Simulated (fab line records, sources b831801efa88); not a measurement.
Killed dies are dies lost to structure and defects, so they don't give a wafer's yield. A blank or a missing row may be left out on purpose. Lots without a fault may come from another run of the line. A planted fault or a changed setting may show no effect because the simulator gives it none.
Problem report in the 8D (eight disciplines) form, filled by code | flow gf180mcu | the parts of the form that need people (team, actions taken, sign-off) are left out

1. THE PROBLEM
oes_product_au at GF_VT_IMPLANT_STRIP_42 reads a mean of 0.937 a.u. on 3 wafers of 1 lot; wafers without a fault read 0.716 a.u. with a standard deviation of 0.0044. That is +50 standard deviations from the usual mean.
The step: strips in O2/N2.
First seen on wafer L433.1, day 12 11:29, on plasma_asher-04. The record holds 39 wafers of 13 lots with a number at this step. Rule for "out", or "out of limits": more than 4 standard deviations from the usual mean. The other wafers with a number count as sound.

2. WHAT IT IS AND WHAT IT IS NOT
question                    | is                     | is not
which readings at this step | oes_product_au         | drypump_motor_current_A, heater_power_w
which lots                  | L433                   | L416, L417, L418, L420, L422, L423, L424, L425, L427, L430, L437, L438
which wafers of those lots  | all that have a number | -
read on which tools         | plasma_asher-04        | plasma_asher-01, plasma_asher-02
when                        | from day 12 11:29      | up to then (30 sound wafers); but 6 sound wafers of L437, L438 came after

3. SUSPECTS, AND WHAT RULES EACH OUT
Counting: a tool at a process step up to the reading stays a suspect if it ran every lot that is out and no sound lot after the first of them.
- plasma_asher-03 at GF_STI_STRIP_15 (strips in O2/N2): ruled out as a lasting fault. Sound lots L438 ran on it after its first lot that is out, L433 (day 5 22:08).
- plasma_asher-04 at GF_VT_IMPLANT_STRIP_42 (strips in O2/N2): kept. It ran the lot that is out, L433 (day 12 11:29), and no sound lot after that; its last sound lot up to then is L424 (day 9 21:42). Its own readings are out on those wafers: oes_product_au.
Left after counting: plasma_asher-04 at GF_VT_IMPLANT_STRIP_42.

4. THE CAUSE (what the simulator had put in)
Strip aborted: plasma_asher-04, from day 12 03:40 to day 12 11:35, at GF_VT_IMPLANT_STRIP_42. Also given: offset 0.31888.
Counting left only this tool.

5. THE CHAIN OF EFFECTS, in route order
Each row: a reading whose mean over the struck wafers that have a number lies more than 3 standard deviations from the usual. Only readings for which the record gives a usual standard deviation are gone through. hours: the time from each lot's start at the first step in this table that gives one to its start at this step, as a median over the lots. sigmas: the change in usual standard deviations.
hours | step                   | reading        | usual      | on struck wafers | change | sigmas
0     | GF_VT_IMPLANT_STRIP_42 | oes_product_au | 0.716 a.u. | 0.937            | +0.221 | +50
The process steps in it:
- GF_VT_IMPLANT_STRIP_42: strips in O2/N2.
Readings that are blank on the struck wafers while sound wafers have them: strip_time_to_endpoint_s at GF_VT_IMPLANT_STRIP_42.
Later measuring or inspecting steps at which every struck wafer that the step has a row for has a number for every such reading, and none has moved that far: GF_V4_THK_MEAS_01, GF_V4_BOW_MEAS_05.

6. WHAT WOULD HAVE CAUGHT IT SOONER
In this record the first reading out of limits was taken at day 12 11:29, 8 hours after the fault began at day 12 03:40.
